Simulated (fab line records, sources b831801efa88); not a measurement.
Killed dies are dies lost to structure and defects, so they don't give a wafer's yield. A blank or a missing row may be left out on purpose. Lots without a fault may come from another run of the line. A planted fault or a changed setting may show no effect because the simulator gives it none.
Split-lot experiment | flow sfq_line | 5 lots, 10 wafers read, on a route of 325 steps

THE SPLIT
At SFQ_TRILAYER_M3_LITHO_COAT_080 (resist thk 62 nm), the setting spin_rpm was moved away from the recipe's 3000 rpm on 3 of the 10 wafers read, by -6.8% to +5.4%. The other wafers ran this setting at the recipe's value.

The file shows no step between the split and the reading.

THE READING
etch.depth_nm (the simulator's own value, which no gauge read), in nm, at SFQ_TRILAYER_M3_BARC_OPEN_METAL_ETCH_100 (etches BARC in O2, target depth 125 nm, time 41.7 s). The file gives no usual value for it. The 7 wafers here that ran the recipe average 62.09 nm, standard deviation 0.2 nm.

wafer  | tool, chamber at the split | spin_rpm as run, rpm | against the recipe | etch.depth_nm, nm | against lot-mates on the recipe
L075.3 | litho_track-04, 0          | 3000                 | recipe             | 61.92             | -
L075.5 | litho_track-04, 0          | 3000                 | recipe             | 61.87             | -
L076.4 | litho_track-02, 0          | 3157                 | +5.2%              | 60.59             | no lot-mate on the recipe
L077.2 | litho_track-03, 0          | 3000                 | recipe             | 62.1              | -
L077.3 | litho_track-03, 0          | 3163                 | +5.4%              | 60.47             | -1.63
L082.5 | litho_track-04, 0          | 3000                 | recipe             | 61.86             | -
L082.6 | litho_track-04, 0          | 2796                 | -6.8%              | 64.14             | +2.28
L083.2 | litho_track-02, 0          | 3000                 | recipe             | 62.22             | -
L083.3 | litho_track-02, 0          | 3000                 | recipe             | 62.21             | -
L083.6 | litho_track-02, 0          | 3000                 | recipe             | 62.42             | -

THE FIT
A straight line over all 10 wafers: etch.depth_nm changes by -0.297 nm for each +1% of spin_rpm; r = -0.99; the points scatter about the line by 0.19 nm.
The same after taking each lot's own level away (the mean of its wafers on the recipe; 9 wafers): -0.321 nm for each +1%; r = -1.00; scatter 0.082 nm.
On that fit, the largest move of spin_rpm shifts the reading by 2.2 nm.
The lots' own levels span 61.860 to 62.283 nm, that is 2.2 times the standard deviation above.
So the lot-to-lot level changes the slope little: the two slopes agree.
Check: with one of the wafers moved furthest among these (-6.8%) left out of the fit, the line predicts +2.04 nm for it against its lot-mates. It came out at +2.28 nm against them.

OTHER SPLITS ON THESE WAFERS
These wafers also went through other splits before the reading. Each is held against what the fit with the lots' levels taken away leaves over:
other split on the same wafers                 | wafers away from the commonest value | r with etch.depth_nm (lot level and that fit taken away)
SFQ_TRILAYER_M2_BARC_OPEN_METAL_ETCH_077 icp_w | 3                                    | +0.35
SFQ_TRILAYER_I2_DEP_PECVD_063 rf_w             | 3                                    | -0.15
SFQ_TRILAYER_I2_VIA_LITHO_COAT_072 spin_rpm    | 4                                    | -0.14

THE WHOLE CHAIN: every reading that the file lists as answering this split, in the file's order
step                                     | what it does                                        | reading                                                                                    | change (the file's fit)               | r (the file's)
SFQ_TRILAYER_M3_LITHO_COAT_080           | resist thk 62 nm                                    | BARC_of_TRILAYER_M3_LITHO_COAT_080.thk_nm (the simulator's own value, which no gauge read) | -0.326 nm for each +1% of the setting | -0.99
SFQ_TRILAYER_M3_BARC_OPEN_METAL_ETCH_100 | etches BARC in O2, target depth 125 nm, time 41.7 s | etch.depth_nm (the simulator's own value, which no gauge read)                             | -0.321 nm for each +1% of the setting | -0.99

THE FILE'S OWN FIT
etch.depth_nm changes by -0.321 nm for each +1% of spin_rpm, r = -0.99.
